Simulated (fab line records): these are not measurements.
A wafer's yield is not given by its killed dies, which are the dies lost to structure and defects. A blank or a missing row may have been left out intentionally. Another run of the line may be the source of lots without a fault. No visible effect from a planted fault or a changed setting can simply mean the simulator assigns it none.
2 desks, one fault    flow gf180mcu    numbers are kept per desk, each desk with only its own; the story behind them comes last

## THE METROLOGY DESK
Means of the sampled wafers that have a number, per lot and without regard to the tool the lot ran on: this is what the gauges read. Marked OUT: a lot whose mean sits more than 4 standard deviations from the usual mean, which makes it out of limits; the brackets give that distance.
Columns: A = PSD_TW at GF_PSD_TW_MEAS_11, usual 3160; B = PSD_RS at GF_PSD_RS_MEAS_15, usual 108.45 ohm/sq
lot   first seen here  A                B
L596  day 14 03:53     3238             108.24
L600  day 15 09:25     3169             108.62
L603  day 16 15:58     2953 (-5.7) OUT  121.19 (+44) OUT
L604  day 17 02:34     2938 (-6.2) OUT  121.87 (+46) OUT
L605  day 17 08:08     3181             108.12
L607  day 18 02:43     3136             108.32
L609  day 19 04:41     3176             108.28
L610  day 19 16:40     3138             108.80
L611  day 19 22:07     3135             108.54
L612  day 20 02:13     3121             108.09
L614  day 20 20:58     3127             108.31
L616  day 21 09:58     3126             108.32
L617  day 21 14:28     3120             108.29
L619  day 22 04:49     3186             108.10
This desk's result: L603, L604 out of limits, first on L603 (PSD_TW at GF_PSD_TW_MEAS_11), day 16 15:58. L596, L600, L605, L607, L609, L610, L611, L612, L614, L616, L617, L619: within limits.

## AT THE TOOL OWNER'S DESK: implanter-04
GF_PSD_IMPLANT_09, tool's own readings: per-lot mean of the sampled wafers with a number, covering each lot this tool ran. Marked OUT: a lot whose mean sits more than 4 standard deviations from the usual mean, which makes it out of limits; the brackets give that distance.
Columns: A = beam_energy_keV at GF_PSD_IMPLANT_09, usual 39.998
lot   first seen here  A
L596  day 14 03:39     39.993
L600  day 15 09:11     39.974
L603  day 16 15:43     31.504 (-99 or more) OUT
L604  day 17 02:19     31.500 (-99 or more) OUT
L611  day 19 21:52     40.002
L616  day 21 09:44     39.987
Finding of this desk: L603, L604 out of limits; the first was L603 at day 16 15:43, on beam_energy_keV at GF_PSD_IMPLANT_09. L596, L600, L611, L616: within limits.

## PUT TOGETHER
At day 16 15:43, on L603, L604, the tool owner's desk was in a position to raise an alarm.
Metrology desk: alarm possible at day 16 15:58 on L603, L604.
On implanter-04, each named lot ran GF_PSD_IMPLANT_09.

## WHAT THE SIMULATOR HAD INSERTED
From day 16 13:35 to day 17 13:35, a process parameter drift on implanter-04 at GF_PSD_IMPLANT_09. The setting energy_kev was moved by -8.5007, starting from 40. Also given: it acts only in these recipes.
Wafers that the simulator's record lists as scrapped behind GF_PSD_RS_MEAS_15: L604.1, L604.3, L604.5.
Lots struck among those shown: L603, L604.
Time in hours from fault onset to the first out-of-limits reading at each desk: tool owner's desk 2, metrology desk 2.
